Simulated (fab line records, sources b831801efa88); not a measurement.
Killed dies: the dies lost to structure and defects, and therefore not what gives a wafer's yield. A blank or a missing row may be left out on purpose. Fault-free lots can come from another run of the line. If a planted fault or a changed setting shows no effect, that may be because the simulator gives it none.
Comparing a struck lot with a sound one / flow sky130 / 15 steps out of a route of 708
Sound: these wafers, L999.1, L999.2, L999.5. The struck wafers were L101.1, L101.2, L101.3. The cause comes at the end.
For every step that has rows: the tool of each side, followed by ch and its chambers, followed by its first start. Under that, the readings that differ: sound wafers / struck wafers / difference of the means / sigmas: that difference in standard deviations of wafers without a fault.
alike: words and numbers the same on both sides, and readings whose means are apart by under 2 such deviations; not compared: readings that were withheld, readings missing a value for some wafer, numbers with overlapping values and no deviation given by the record, and bounds like >300 which may hide the same value.
Wherever a step has rows on one side only, a row that says differs or no value, or a row with sigmas, the two part there. When numbers do not overlap yet have no deviation, they are printed without sigmas and do not part them. Lack of a reading on every wafer of one side parts them only where that side has two or more wafers.

first, 4 steps without rows for these wafers: SKY_SD_P_SOFTBAKE_03 (time 60 s); SKY_SD_P_EXPOSE_04 (exposes mask PSDM, target cd 380 nm); SKY_SD_P_PEB_05; SKY_SD_P_DEVELOP_06 (develop time 60 s).
SKY_SD_P_CD_MEAS_07 targets a cd of 380 nm.
  sound on cd_sem-01, day 26 09:54; struck on cd_sem-02, day 26 12:41
  alike: cd_nm
SKY_SD_P_OVL_MEAS_08:
  sound on overlay-01, day 26 10:01; struck on overlay-01, day 26 12:48
  alike: SD_P_OVL
after that, 1 step had no rows for these wafers: SKY_SD_P_IMPLANT_09.
SKY_SD_P_STRIP_10: strips in O2/N2.
  sound on plasma_asher-02 ch 0,1, day 26 10:13; struck on plasma_asher-03 ch 0,1, day 26 12:59
  alike: drypump_motor_current_A, oes_product_au, strip_time_to_endpoint_s
  not compared: rf_hours_counter_h
SKY_SD_P_TW_MEAS_11:
  sound on film_metro-02, day 26 10:19; struck on film_metro-02, day 26 13:05
  alike: SD_P_TW
then, 3 steps without rows for these wafers: SKY_RES_XHIGH_DEHYDRATE_00 (time 60 s); SKY_RES_XHIGH_HMDS_01 (prime time 60 s); SKY_RES_XHIGH_COAT_02 (resist thk 1140 nm).
SKY_RES_XHIGH_SOFTBAKE_03: time 60 s.
  sound on litho_track-03 ch 0, day 27 00:47; struck on litho_track-03 ch 0, day 27 03:44
reading=heater_power_total_W (W); sound=56.60 56.56 56.61; struck=58.37 58.33 58.34; difference=+1.76; sigmas=+39
reading=plate_temp_C (C); sound=89.88 89.89 89.89; struck=- - -; difference=no value on the struck wafers; sigmas=
reading=run_length_s (s); sound=88.58 89.00 88.70; struck=83.73 83.54 83.49; difference=-5.17; sigmas=-25
then, 1 step without rows for these wafers: SKY_RES_XHIGH_EXPOSE_04 (exposes mask URPM, target cd 1270 nm).
-- record jumps: 19 days separate the struck wafers' starts on either side; left off in module RES_XHIGH, taken up again in module PAD_OPEN, whose first shown step is the route's number 708 --
SKY_PAD_OPEN_PROBE_99:
  only the struck wafers here have rows in the record (prober-02, day 46 14:48); the sound ones have none

## WHERE THEY PART
At SKY_RES_XHIGH_SOFTBAKE_03 first; at SKY_PAD_OPEN_PROBE_99 last (within this record only).

WHY: what the simulator had put in
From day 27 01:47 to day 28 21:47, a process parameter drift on litho_track-03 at SKY_RES_XHIGH_SOFTBAKE_03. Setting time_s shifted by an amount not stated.
